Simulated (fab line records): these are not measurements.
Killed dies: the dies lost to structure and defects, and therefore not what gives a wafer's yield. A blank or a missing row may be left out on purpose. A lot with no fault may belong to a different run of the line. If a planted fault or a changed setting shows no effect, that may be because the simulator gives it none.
Which tool did it? / flow sky130 / 24 lots, 72 wafers sampled, at 5 steps of a route of 708

== WHAT THE GAUGES SHOWED, per wafer ==
SKY_METAL1_CD_MEAS_15: the cd target is 140 nm. Usual: cd_nm at 140.2 nm, with a standard deviation of 1.4.
lot=L074; measured=day 33 12:19; on=cd_sem-02; cd_nm (nm)=139.8 140.2 141.1; flag=
lot=L075; measured=day 33 15:08; on=cd_sem-02; cd_nm (nm)=139.1 139.2 139.9; flag=
lot=L076; measured=day 33 20:07; on=cd_sem-02; cd_nm (nm)=140.9 140.9 142.0; flag=
lot=L077; measured=day 33 23:51; on=cd_sem-01; cd_nm (nm)=138.9 136.4 138.4; flag=
lot=L078; measured=day 34 12:58; on=cd_sem-02; cd_nm (nm)=139.3 140.4 139.0; flag=
lot=L079; measured=day 34 14:31; on=cd_sem-02; cd_nm (nm)=141.7 141.2 141.0; flag=
lot=L080; measured=day 35 00:49; on=cd_sem-02; cd_nm (nm)=139.8 141.3 139.2; flag=
lot=L081; measured=day 35 12:01; on=cd_sem-02; cd_nm (nm)=139.1 139.8 138.8; flag=
lot=L082; measured=day 35 15:07; on=cd_sem-02; cd_nm (nm)=141.7 141.8 142.6; flag=
lot=L083; measured=day 36 12:07; on=cd_sem-01; cd_nm (nm)=140.3 139.5 138.6; flag=
lot=L084; measured=day 36 14:18; on=cd_sem-01; cd_nm (nm)=139.7 140.4 142.0; flag=
lot=L085; measured=day 36 20:59; on=cd_sem-01; cd_nm (nm)=139.2 137.9 139.0; flag=
lot=L086; measured=day 37 01:13; on=cd_sem-01; cd_nm (nm)=140.0 139.9 139.1; flag=
lot=L087; measured=day 37 09:40; on=cd_sem-01; cd_nm (nm)=142.3 142.1 141.2; flag=
lot=L088; measured=day 37 14:20; on=cd_sem-01; cd_nm (nm)=139.3 139.9 138.3; flag=
lot=L089; measured=day 37 20:08; on=cd_sem-02; cd_nm (nm)=140.3 141.7 140.9; flag=
lot=L090; measured=day 38 02:58; on=cd_sem-02; cd_nm (nm)=142.6 141.5 141.5; flag=
lot=L091; measured=day 38 13:37; on=cd_sem-02; cd_nm (nm)=139.5 140.6 141.1; flag=
lot=L092; measured=day 38 16:12; on=cd_sem-01; cd_nm (nm)=140.7 141.0 139.6; flag=
lot=L093; measured=day 39 04:42; on=cd_sem-01; cd_nm (nm)=137.7 137.6 136.8; flag=
lot=L094; measured=day 39 05:07; on=cd_sem-02; cd_nm (nm)=140.4 141.5 140.2; flag=
lot=L095; measured=day 39 09:28; on=cd_sem-01; cd_nm (nm)=141.9 142.2 141.3; flag=
lot=L097; measured=day 40 08:38; on=cd_sem-02; cd_nm (nm)=141.1 141.0 141.0; flag=
lot=L096; measured=day 40 11:29; on=cd_sem-01; cd_nm (nm)=141.1 140.0 140.5; flag=

SKY_VIA2_CD_MEAS_12: the cd target is 200 nm. Usual: cd_nm at 200.0 nm, with a standard deviation of 1.4.
lot=L074; measured=day 36 23:57; on=cd_sem-02; cd_nm (nm)=203.0 201.3 201.7; flag=
lot=L075; measured=day 37 04:29; on=cd_sem-02; cd_nm (nm)=202.0 200.3 201.4; flag=
lot=L076; measured=day 37 07:44; on=cd_sem-01; cd_nm (nm)=199.8 199.9 198.7; flag=
lot=L077; measured=day 37 11:18; on=cd_sem-02; cd_nm (nm)=200.4 199.0 199.5; flag=
lot=L078; measured=day 37 23:58; on=cd_sem-01; cd_nm (nm)=199.0 198.0 199.7; flag=
lot=L079; measured=day 38 02:58; on=cd_sem-01; cd_nm (nm)=201.3 201.0 201.1; flag=
lot=L080; measured=day 38 10:58; on=cd_sem-02; cd_nm (nm)=198.4 199.1 198.1; flag=
lot=L081; measured=day 38 22:19; on=cd_sem-02; cd_nm (nm)=201.5 200.2 200.3; flag=
lot=L082; measured=day 39 01:09; on=cd_sem-02; cd_nm (nm)=198.5 197.8 198.9; flag=
lot=L083; measured=day 39 21:29; on=cd_sem-02; cd_nm (nm)=199.9 200.9 199.8; flag=
lot=L084; measured=day 39 22:41; on=cd_sem-02; cd_nm (nm)=200.3 200.1 199.9; flag=
lot=L085; measured=day 40 05:19; on=cd_sem-01; cd_nm (nm)=198.1 199.7 199.3; flag=
lot=L086; measured=day 40 09:47; on=cd_sem-01; cd_nm (nm)=199.1 197.1 197.8; flag=
lot=L087; measured=day 40 19:19; on=cd_sem-02; cd_nm (nm)=200.8 200.4 199.7; flag=
lot=L088; measured=day 40 21:27; on=cd_sem-01; cd_nm (nm)=198.8 197.3 200.2; flag=
lot=L089; measured=day 41 03:35; on=cd_sem-01; cd_nm (nm)=199.9 201.9 202.2; flag=
lot=L090; measured=day 41 09:56; on=cd_sem-02; cd_nm (nm)=199.4 198.5 199.2; flag=
lot=L091; measured=day 41 18:59; on=cd_sem-02; cd_nm (nm)=201.6 201.5 201.4; flag=
lot=L092; measured=day 41 21:44; on=cd_sem-02; cd_nm (nm)=199.3 199.0 198.6; flag=
lot=L093; measured=day 42 10:05; on=cd_sem-02; cd_nm (nm)=199.0 199.5 199.0; flag=
lot=L094; measured=day 42 11:13; on=cd_sem-02; cd_nm (nm)=200.6 202.1 201.4; flag=
lot=L095; measured=day 42 15:51; on=cd_sem-01; cd_nm (nm)=201.1 199.4 200.6; flag=
lot=L097; measured=day 43 11:29; on=cd_sem-01; cd_nm (nm)=201.3 201.4 203.3; flag=
lot=L096; measured=day 43 16:21; on=cd_sem-01; cd_nm (nm)=199.3 199.5 197.5; flag=

SKY_VIA3_THK_MEAS_01. Usual: VIA3_HDPCVD_THK 1638 nm, standard deviation 18.
lot=L074; measured=day 39 06:17; on=film_metro-01; VIA3_HDPCVD_THK (nm)=1643 1636 1642; flag=
lot=L075; measured=day 39 10:34; on=film_metro-04; VIA3_HDPCVD_THK (nm)=1638 1649 1650; flag=
lot=L076; measured=day 39 13:06; on=film_metro-01; VIA3_HDPCVD_THK (nm)=1627 1613 1659; flag=
lot=L077; measured=day 39 17:21; on=film_metro-03; VIA3_HDPCVD_THK (nm)=1638 1641 1657; flag=
lot=L078; measured=day 40 04:56; on=film_metro-03; VIA3_HDPCVD_THK (nm)=1629 1667 1658; flag=
lot=L079; measured=day 40 08:52; on=film_metro-01; VIA3_HDPCVD_THK (nm)=1635 1628 1641; flag=
lot=L080; measured=day 40 15:49; on=film_metro-03; VIA3_HDPCVD_THK (nm)=1634 1623 1624; flag=
lot=L081; measured=day 41 02:40; on=film_metro-03; VIA3_HDPCVD_THK (nm)=1623 1600 1615; flag=
lot=L082; measured=day 41 05:35; on=film_metro-04; VIA3_HDPCVD_THK (nm)=1615 1627 1624; flag=
lot=L083; measured=day 42 00:55; on=film_metro-04; VIA3_HDPCVD_THK (nm)=1631 1638 1608; flag=
lot=L084; measured=day 42 02:20; on=film_metro-04; VIA3_HDPCVD_THK (nm)=1634 1592 1602; flag=
lot=L085; measured=day 42 09:09; on=film_metro-04; VIA3_HDPCVD_THK (nm)=1652 1612 1618; flag=
lot=L086; measured=day 42 13:28; on=film_metro-04; VIA3_HDPCVD_THK (nm)=1646 1646 1642; flag=
lot=L087; measured=day 42 22:20; on=film_metro-03; VIA3_HDPCVD_THK (nm)=1653 1624 1634; flag=
lot=L088; measured=day 42 23:44; on=film_metro-01; VIA3_HDPCVD_THK (nm)=1624 1634 1636; flag=
lot=L089; measured=day 43 06:37; on=film_metro-01; VIA3_HDPCVD_THK (nm)=1633 1662 1637; flag=
lot=L090; measured=day 43 12:25; on=film_metro-04; VIA3_HDPCVD_THK (nm)=1644 1630 1644; flag=
lot=L091; measured=day 43 21:21; on=film_metro-04; VIA3_HDPCVD_THK (nm)=1635 1646 1653; flag=
lot=L092; measured=day 43 23:37; on=film_metro-04; VIA3_HDPCVD_THK (nm)=1629 1611 1615; flag=
lot=L093; measured=day 44 11:16; on=film_metro-01; VIA3_HDPCVD_THK (nm)=1608 1614 1622; flag=
lot=L094; measured=day 44 12:47; on=film_metro-01; VIA3_HDPCVD_THK (nm)=1646 1676 1649; flag=
lot=L095; measured=day 44 18:05; on=film_metro-01; VIA3_HDPCVD_THK (nm)=1657 1652 1637; flag=
lot=L097; measured=day 45 12:26; on=film_metro-01; VIA3_HDPCVD_THK (nm)=1626 1613 1612; flag=
lot=L096; measured=day 45 17:20; on=film_metro-04; VIA3_HDPCVD_THK (nm)=1635 1617 1673; flag=

== WHAT TOOL EACH LOT RAN ON (gives the tool, then ch and the chambers of the sampled wafers, and finally the start) ==
lot=L074; SKY_CONTACT_STRIP_19=plasma_asher-02 ch 0,1, day 32 07:02; SKY_VIA1_CMP_02=cmp-02 ch 0,3, day 33 14:20
lot=L075; SKY_CONTACT_STRIP_19=plasma_asher-02 ch 0,1, day 32 09:59; SKY_VIA1_CMP_02=cmp-02 ch 0,2, day 33 16:46
lot=L076; SKY_CONTACT_STRIP_19=plasma_asher-04 ch 0,1, day 32 15:32; SKY_VIA1_CMP_02=cmp-01 ch 0,1,2, day 33 21:17
lot=L077; SKY_CONTACT_STRIP_19=plasma_asher-01 ch 0,1, day 32 19:20; SKY_VIA1_CMP_02=cmp-01 ch 1,2,3, day 34 01:22
lot=L078; SKY_CONTACT_STRIP_19=plasma_asher-04 ch 0,1, day 33 08:44; SKY_VIA1_CMP_02=cmp-01 ch 0,1, day 34 14:10
lot=L079; SKY_CONTACT_STRIP_19=plasma_asher-04 ch 0, day 33 10:35; SKY_VIA1_CMP_02=cmp-01 ch 0,1,2, day 34 15:44
lot=L080; SKY_CONTACT_STRIP_19=plasma_asher-02 ch 0,1, day 33 20:37; SKY_VIA1_CMP_02=cmp-02 ch 1,2,3, day 35 01:59
lot=L081; SKY_CONTACT_STRIP_19=plasma_asher-02 ch 0,1, day 34 07:16; SKY_VIA1_CMP_02=cmp-01 ch 0,2, day 35 13:10
lot=L082; SKY_CONTACT_STRIP_19=plasma_asher-04 ch 0,1, day 34 11:08; SKY_VIA1_CMP_02=cmp-01 ch 0,1, day 35 16:14
lot=L083; SKY_CONTACT_STRIP_19=plasma_asher-02 ch 1, day 35 08:28; SKY_VIA1_CMP_02=cmp-01 ch 0,1, day 36 13:14
lot=L084; SKY_CONTACT_STRIP_19=plasma_asher-02 ch 0,1, day 35 10:26; SKY_VIA1_CMP_02=cmp-02 ch 0,1,2, day 36 15:29
lot=L085; SKY_CONTACT_STRIP_19=plasma_asher-02 ch 0,1, day 35 18:00; SKY_VIA1_CMP_02=cmp-01 ch 2,3, day 36 22:10
lot=L086; SKY_CONTACT_STRIP_19=plasma_asher-02 ch 1, day 35 22:01; SKY_VIA1_CMP_02=cmp-01 ch 1,3, day 37 02:22
lot=L087; SKY_CONTACT_STRIP_19=plasma_asher-02 ch 0,1, day 36 05:53; SKY_VIA1_CMP_02=cmp-02 ch 0,1,2, day 37 10:47
lot=L088; SKY_CONTACT_STRIP_19=plasma_asher-04 ch 0,1, day 36 10:58; SKY_VIA1_CMP_02=cmp-01 ch 1,2, day 37 15:37
lot=L089; SKY_CONTACT_STRIP_19=plasma_asher-02 ch 0,1, day 36 16:13; SKY_VIA1_CMP_02=cmp-02 ch 0,3, day 37 21:25
lot=L090; SKY_CONTACT_STRIP_19=plasma_asher-04 ch 0,1, day 36 22:52; SKY_VIA1_CMP_02=cmp-01 ch 0,1,3, day 38 04:19
lot=L091; SKY_CONTACT_STRIP_19=plasma_asher-02 ch 0,1, day 37 10:17; SKY_VIA1_CMP_02=cmp-01 ch 0,2, day 38 14:47
lot=L092; SKY_CONTACT_STRIP_19=plasma_asher-04 ch 0,1, day 37 14:26; SKY_VIA1_CMP_02=cmp-01 ch 1,2, day 38 17:19
lot=L093; SKY_CONTACT_STRIP_19=plasma_asher-02 ch 0,1, day 38 01:49; SKY_VIA1_CMP_02=cmp-01 ch 0,2, day 39 05:52
lot=L094; SKY_CONTACT_STRIP_19=plasma_asher-04 ch 0,1, day 38 02:30; SKY_VIA1_CMP_02=cmp-02 ch 1,2,3, day 39 06:16
lot=L095; SKY_CONTACT_STRIP_19=plasma_asher-04 ch 0,1, day 38 07:16; SKY_VIA1_CMP_02=cmp-01 ch 0,1,2, day 39 10:35
lot=L097; SKY_CONTACT_STRIP_19=plasma_asher-01 ch 0,1, day 39 06:17; SKY_VIA1_CMP_02=cmp-02 ch 0,2, day 40 09:47
lot=L096; SKY_CONTACT_STRIP_19=plasma_asher-04 ch 0,1, day 39 09:27; SKY_VIA1_CMP_02=cmp-02 ch 2,3, day 40 12:37
- SKY_CONTACT_STRIP_19: strips in O2/N2.
- SKY_VIA1_CMP_02: polishes SiO2.

== AS READ BY THE TOOLS THEMSELVES (means over the sampled wafers that have a number; for cases with no such wafer, the mark the record gives instead) ==
SKY_CONTACT_STRIP_19. Usual: drypump_motor_current_A 5.9 A, standard deviation 0.6; oes_product_au 0.381 a.u., standard deviation 0.0049; strip_time_to_endpoint_s 3.62 s, standard deviation 0.051.
lot=L074; tool=plasma_asher-02; drypump_motor_current_A (A)=5.3; oes_product_au (a.u.)=0.375; strip_time_to_endpoint_s (s)=3.56; flag=
lot=L075; tool=plasma_asher-02; drypump_motor_current_A (A)=5.7; oes_product_au (a.u.)=0.388; strip_time_to_endpoint_s (s)=3.61; flag=
lot=L076; tool=plasma_asher-04; drypump_motor_current_A (A)=6.3; oes_product_au (a.u.)=0.383; strip_time_to_endpoint_s (s)=3.61; flag=
lot=L077; tool=plasma_asher-01; drypump_motor_current_A (A)=6.1; oes_product_au (a.u.)=0.378; strip_time_to_endpoint_s (s)=3.65; flag=
lot=L078; tool=plasma_asher-04; drypump_motor_current_A (A)=6.3; oes_product_au (a.u.)=0.379; strip_time_to_endpoint_s (s)=3.63; flag=
lot=L079; tool=plasma_asher-04; drypump_motor_current_A (A)=6.6; oes_product_au (a.u.)=0.384; strip_time_to_endpoint_s (s)=3.63; flag=
lot=L080; tool=plasma_asher-02; drypump_motor_current_A (A)=5.7; oes_product_au (a.u.)=0.382; strip_time_to_endpoint_s (s)=3.58; flag=
lot=L081; tool=plasma_asher-02; drypump_motor_current_A (A)=5.3; oes_product_au (a.u.)=0.381; strip_time_to_endpoint_s (s)=3.58; flag=
lot=L082; tool=plasma_asher-04; drypump_motor_current_A (A)=6.1; oes_product_au (a.u.)=0.378; strip_time_to_endpoint_s (s)=3.60; flag=
lot=L083; tool=plasma_asher-02; drypump_motor_current_A (A)=6.1; oes_product_au (a.u.)=0.380; strip_time_to_endpoint_s (s)=3.61; flag=
lot=L084; tool=plasma_asher-02; drypump_motor_current_A (A)=5.3; oes_product_au (a.u.)=0.384; strip_time_to_endpoint_s (s)=3.66; flag=
lot=L085; tool=plasma_asher-02; drypump_motor_current_A (A)=5.7; oes_product_au (a.u.)=0.383; strip_time_to_endpoint_s (s)=3.67; flag=
lot=L086; tool=plasma_asher-02; drypump_motor_current_A (A)=6.0; oes_product_au (a.u.)=0.380; strip_time_to_endpoint_s (s)=3.58; flag=
lot=L087; tool=plasma_asher-02; drypump_motor_current_A (A)=5.7; oes_product_au (a.u.)=0.381; strip_time_to_endpoint_s (s)=3.55; flag=
lot=L088; tool=plasma_asher-04; drypump_motor_current_A (A)=6.3; oes_product_au (a.u.)=0.385; strip_time_to_endpoint_s (s)=3.61; flag=
lot=L089; tool=plasma_asher-02; drypump_motor_current_A (A)=5.4; oes_product_au (a.u.)=0.384; strip_time_to_endpoint_s (s)=3.69; flag=
lot=L090; tool=plasma_asher-04; drypump_motor_current_A (A)=6.1; oes_product_au (a.u.)=0.381; strip_time_to_endpoint_s (s)=3.66; flag=
lot=L091; tool=plasma_asher-02; drypump_motor_current_A (A)=5.7; oes_product_au (a.u.)=0.382; strip_time_to_endpoint_s (s)=3.66; flag=
lot=L092; tool=plasma_asher-04; drypump_motor_current_A (A)=6.3; oes_product_au (a.u.)=0.384; strip_time_to_endpoint_s (s)=3.67; flag=
lot=L093; tool=plasma_asher-02; drypump_motor_current_A (A)=5.7; oes_product_au (a.u.)=0.379; strip_time_to_endpoint_s (s)=3.58; flag=
lot=L094; tool=plasma_asher-04; drypump_motor_current_A (A)=6.3; oes_product_au (a.u.)=0.381; strip_time_to_endpoint_s (s)=3.63; flag=
lot=L095; tool=plasma_asher-04; drypump_motor_current_A (A)=6.3; oes_product_au (a.u.)=0.378; strip_time_to_endpoint_s (s)=3.60; flag=
lot=L097; tool=plasma_asher-01; drypump_motor_current_A (A)=6.1; oes_product_au (a.u.)=0.382; strip_time_to_endpoint_s (s)=3.64; flag=
lot=L096; tool=plasma_asher-04; drypump_motor_current_A (A)=6.3; oes_product_au (a.u.)=0.379; strip_time_to_endpoint_s (s)=3.60; flag=

SKY_VIA1_CMP_02. Usual: motor_current_A 12.6 A, standard deviation 1.4; retaining_ring_pressure_frac 1.000, standard deviation 0.0046.
lot=L074; tool=cmp-02; motor_current_A (A)=10.9; retaining_ring_pressure_frac=1.001; flag=
lot=L075; tool=cmp-02; motor_current_A (A)=12.5; retaining_ring_pressure_frac=1.001; flag=
lot=L076; tool=cmp-01; motor_current_A (A)=13.3; retaining_ring_pressure_frac=1.001; flag=
lot=L077; tool=cmp-01; motor_current_A (A)=12.6; retaining_ring_pressure_frac=1.001; flag=
lot=L078; tool=cmp-01; motor_current_A (A)=13.3; retaining_ring_pressure_frac=0.998; flag=
lot=L079; tool=cmp-01; motor_current_A (A)=13.6; retaining_ring_pressure_frac=1.001; flag=
lot=L080; tool=cmp-02; motor_current_A (A)=11.3; retaining_ring_pressure_frac=1.001; flag=
lot=L081; tool=cmp-01; motor_current_A (A)=14.2; retaining_ring_pressure_frac=1.003; flag=
lot=L082; tool=cmp-01; motor_current_A (A)=13.7; retaining_ring_pressure_frac=1.000; flag=
lot=L083; tool=cmp-01; motor_current_A (A)=13.1; retaining_ring_pressure_frac=1.000; flag=
lot=L084; tool=cmp-02; motor_current_A (A)=12.4; retaining_ring_pressure_frac=0.996; flag=
lot=L085; tool=cmp-01; motor_current_A (A)=12.9; retaining_ring_pressure_frac=1.003; flag=
lot=L086; tool=cmp-01; motor_current_A (A)=12.0; retaining_ring_pressure_frac=1.004; flag=
lot=L087; tool=cmp-02; motor_current_A (A)=12.0; retaining_ring_pressure_frac=0.997; flag=
lot=L088; tool=cmp-01; motor_current_A (A)=12.8; retaining_ring_pressure_frac=1.000; flag=
lot=L089; tool=cmp-02; motor_current_A (A)=12.3; retaining_ring_pressure_frac=1.000; flag=
lot=L090; tool=cmp-01; motor_current_A (A)=12.6; retaining_ring_pressure_frac=0.997; flag=
lot=L091; tool=cmp-01; motor_current_A (A)=14.6; retaining_ring_pressure_frac=1.003; flag=
lot=L092; tool=cmp-01; motor_current_A (A)=13.9; retaining_ring_pressure_frac=0.999; flag=
lot=L093; tool=cmp-01; motor_current_A (A)=14.5; retaining_ring_pressure_frac=1.001; flag=
lot=L094; tool=cmp-02; motor_current_A (A)=11.4; retaining_ring_pressure_frac=1.003; flag=
lot=L095; tool=cmp-01; motor_current_A (A)=13.4; retaining_ring_pressure_frac=1.001; flag=
lot=L097; tool=cmp-02; motor_current_A (A)=12.4; retaining_ring_pressure_frac=1.001; flag=
lot=L096; tool=cmp-02; motor_current_A (A)=10.6; retaining_ring_pressure_frac=1.004; flag=

== THE ANSWER, worked out from the rows above alone ==
Rule: take the mean of a lot's wafers that have a number; if it is more than 3 standard deviations from the usual mean, the lot is off. A lot without any number at a reading at which 4 lots or more have one is off too. The other lots that the step has rows for count as sound. The gauges are gone through in route order, then the tools' own readings, and for those a lot's mean is taken as printed above. At the first step where some lot is off, the reading lying furthest off is the one used; lots without a number count as furthest.
Nothing can be told from this: no lot is off at any reading shown.

== WHAT WAS PUT IN BY THE SIMULATOR ==
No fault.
